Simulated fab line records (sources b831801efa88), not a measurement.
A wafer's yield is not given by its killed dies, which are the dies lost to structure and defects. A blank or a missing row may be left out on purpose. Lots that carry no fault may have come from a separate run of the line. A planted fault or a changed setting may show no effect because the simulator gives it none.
Struck lot and sound lot, side by side / flow sfq_line / 24 out of 325 route steps
Sound: the wafers L256.3, L256.4, L256.5. The struck wafers were L248.2, L248.3, L248.5. The cause comes at the end.
For every step that has rows: the tool of each side, followed by ch and its chambers, followed by its first start. Under that, the readings that differ: sound wafers / struck wafers / difference of the means / sigmas: that difference in standard deviations of wafers without a fault.
alike: words and numbers the same on both sides, and readings whose means are apart by under 2 such deviations; not compared: readings that were withheld, readings missing a value for some wafer, numbers with overlapping values and no deviation given by the record, and bounds like >300 which may hide the same value.
The two part at a step that has a row with sigmas, a row that says differs or no value, or rows on one side only. Numbers that have no deviation but don't overlap get no sigmas and don't part them. A reading missing from all wafers of one side parts the sides only when that side holds two or more wafers.

first, 6 steps without rows for these wafers: SFQ_TRILAYER_I2_VIA_LITHO_COAT_072 (resist thk 62 nm); SFQ_TRILAYER_I2_VIA_LITHO_COAT_067 (resist thk 650 nm); SFQ_TRILAYER_I2_VIA_LITHO_SOFTBAKE_071; SFQ_TRILAYER_I2_VIA_LITHO_EXPOSE_068 (exposes mask I2, target cd 500 nm); SFQ_TRILAYER_I2_VIA_LITHO_PEB_070 (peb time 60 s); SFQ_TRILAYER_I2_VIA_LITHO_DEVELOP_069 (time 60 s).
SFQ_I2_OVL_MEAS_918:
  sound: overlay-02 at day 49 21:24; struck: overlay-02 at day 47 02:17
reading=I2_OVL (nm); sound=8 6 4; struck=-18 -9 -7; difference=-17; sigmas=-3
SFQ_TRILAYER_I2_VIA_BARC_OPEN_VIA_ETCH_096: etches BARC in O2, target depth 125 nm, time 40.49 s.
  sound on rie_diel-04 ch 0,1,3, day 49 21:25; struck on rie_diel-04 ch 0,2, day 47 02:19
  alike: drypump_motor_current_A, oes_product_au
  not compared: rf_hours_counter_h
SFQ_TRILAYER_I2_VIA_ETCH_VIA_ETCH_070: etches SiO2 in CHF3, stops on Nb, target depth 260 nm.
  sound on rie_diel-04 ch 0,1,3, day 49 21:28; struck on rie_diel-04 ch 0,2, day 47 02:21
  alike: drypump_motor_current_A, oes_product_au
SFQ_TRILAYER_I2_VIA_STRIP_STRIP_071: strips in O2.
  sound on rie_metal-03 ch 0,1, day 49 21:46; struck on rie_metal-03 ch 0,1, day 47 02:28
  alike: drypump_motor_current_A, oes_product_au
  not compared: rf_hours_counter_h
then, 2 steps without rows for these wafers: SFQ_TRILAYER_I2_VIA_STRIP_SOLV_CLEAN_072 (cleans in NMP, time 600 s); SFQ_TRILAYER_M3_DEP_PRE_CLEAN_074 (time 22.5 s).
SFQ_TRILAYER_M3_DEP_SPUTTER_073: material Nb, target thk 200 nm, time 133.3 s.
  sound: pvd_sputter-03 at day 49 22:23; struck: pvd_sputter-04 at day 47 03:31
  alike: throttle_valve_pct
SFQ_M3_RS_MEAS_919: uses a four-point probe to measure.
  sound: film_metro-04 at day 49 22:31; struck: film_metro-01 at day 47 03:38
reading=M3_NB_RS (ohm/sq); sound=0.890 0.898 0.896; struck=0.447 0.442 0.444; difference=-0.450; sigmas=-53
then, 6 steps without rows for these wafers: SFQ_TRILAYER_M3_LITHO_COAT_080 (resist thk 62 nm); SFQ_TRILAYER_M3_LITHO_COAT_075 (resist thk 600 nm); SFQ_TRILAYER_M3_LITHO_SOFTBAKE_079; SFQ_TRILAYER_M3_LITHO_EXPOSE_076 (exposes mask M3, target cd 500 nm); SFQ_TRILAYER_M3_LITHO_PEB_078 (peb time 60 s); SFQ_TRILAYER_M3_LITHO_DEVELOP_077 (time 60 s).
SFQ_M3_OVL_MEAS_921:
  sound: overlay-01 at day 55 16:47; struck: overlay-01 at day 47 06:03
  alike: M3_OVL
SFQ_TRILAYER_M3_BARC_OPEN_METAL_ETCH_100: etches BARC in O2, target depth 125 nm, time 41.7 s.
  sound on rie_metal-02 ch 0,1, day 55 16:50; struck on rie_metal-04 ch 0,1, day 47 06:05
  alike: drypump_motor_current_A, oes_product_au
  not compared: rf_hours_counter_h
SFQ_TRILAYER_M3_ETCH_METAL_ETCH_078: etches Nb in Cl2/Ar, stops on SiO2, target depth 240 nm, time 120 s.
  sound on rie_metal-02 ch 0,1, day 55 16:55; struck on rie_metal-04 ch 0,1, day 47 06:08
reading=oes_product_au (a.u.); sound=0.895 0.881 0.892; struck=1.006 1.004 0.995; difference=+0.112; sigmas=+16
reading=model.M3.feature_depth_nm (nm); sound=200.2 198.5 199; struck=241.9 238.2 239.4; difference=+40.6; sigmas=
reading=model.etch.depth_nm (nm); sound=200.2 198.5 199; struck=241.9 238.2 239.4; difference=+40.6; sigmas=
  alike: drypump_motor_current_A
  not compared: rf_hours_counter_h
SFQ_TRILAYER_M3_STRIP_STRIP_079: strips in O2.
  sound on rie_metal-02 ch 0,1, day 55 17:12; struck on rie_metal-04 ch 0,1, day 47 06:16
  alike: drypump_motor_current_A, oes_product_au
  not compared: rf_hours_counter_h

== WHERE THEY PART ==
First at SFQ_I2_OVL_MEAS_918; last, within this record, at SFQ_TRILAYER_M3_ETCH_METAL_ETCH_078. Later steps at which nothing parts them and some readings are alike: SFQ_TRILAYER_M3_STRIP_STRIP_079.

WHY: what the simulator had put in
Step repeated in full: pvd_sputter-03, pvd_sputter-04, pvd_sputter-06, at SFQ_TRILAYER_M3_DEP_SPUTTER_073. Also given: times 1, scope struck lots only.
